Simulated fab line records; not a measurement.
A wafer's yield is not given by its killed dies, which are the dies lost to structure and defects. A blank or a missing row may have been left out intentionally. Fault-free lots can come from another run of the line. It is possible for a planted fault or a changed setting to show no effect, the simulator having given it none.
Which tool is to blame? | flow gf180mcu | 18 wafers from 6 lots sampled at 3 of the route's 602 steps

== WHAT THE GAUGES SHOWED, per wafer ==
GF_VT_IMPLANT_RS_MEAS_48: measurement is done with a four-point probe.
lot  | measured     | on            | LVPWELL_RS (ohm/sq)
L368 | day 7 20:43  | film-metro-04 | 1199 1198 1196
L370 | day 8 10:54  | film-metro-02 | 1196 1197 1196
L375 | day 9 19:25  | film-metro-02 | 1203 1202 1203
L380 | day 11 06:56 | film-metro-01 | 1159 1157 1156
L382 | day 11 19:58 | film-metro-02 | 1197 1193 1194
L388 | day 13 11:58 | film-metro-01 | 1197 1198 1200

== TOOL THAT RAN EACH LOT (tool first, then ch and the chambers of the sampled wafers, then the start) ==
lot  | GF_LVPWELL_IMPLANT_08          | GF_VT_IMPLANT_STRIP_09
L368 | implanter-03 ch 0, day 4 02:31 | plasma-asher-01 ch 0,1, day 5 21:20
L370 | implanter-04 ch 0, day 4 13:19 | plasma-asher-04 ch 0,1, day 6 09:25
L375 | implanter-04 ch 0, day 5 16:50 | plasma-asher-01 ch 0,1, day 7 16:30
L380 | implanter-02 ch 0, day 6 23:12 | plasma-asher-01 ch 0,1, day 9 00:14
L382 | implanter-04 ch 0, day 7 09:56 | plasma-asher-02 ch 0,1, day 9 12:38
L388 | implanter-04 ch 0, day 8 19:53 | plasma-asher-01 ch 0,1, day 11 02:07
- GF_LVPWELL_IMPLANT_08
- GF_VT_IMPLANT_STRIP_09: strips in O2/N2.

== THE ANSWER, worked out from the rows above alone ==
Rule: the usual values come from the lots themselves. Put in order of their means at a reading, lots are off if they are a third of the lots or fewer, leave a main group of 4 or more, and stand apart from it by a gap of 3 or more times the standard deviation of the main group's means; of several such gaps the widest counts. A main group is skipped when, at the precision printed for the reading in the tables above, its means are all equal. Also off: a lot with no number at a reading for which 4 or more lots have one. All remaining lots with rows at the step are treated as sound.
Off: L380, seen at GF_VT_IMPLANT_RS_MEAS_48 (LVPWELL_RS). The main group has a mean of 1198 ohm/sq with a standard deviation of 2.7.
A tool fits if, at a process step before that reading, it ran every lot that is off, and no sound lot after the first of them. The gauges at GF_VT_IMPLANT_RS_MEAS_48 are tried like those tools. One fits: GF_LVPWELL_IMPLANT_08 on implanter-02. It ran no sound lot before its first lot that is off in this sample, so the start can't be narrowed down.

== WHAT THE SIMULATOR HAD PUT IN ==
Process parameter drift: implanter-02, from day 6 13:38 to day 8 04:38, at GF_LVPWELL_IMPLANT_08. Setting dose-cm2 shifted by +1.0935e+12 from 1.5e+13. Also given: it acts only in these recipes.
Lots struck among those shown: L380. The rule given above showed the same thing.
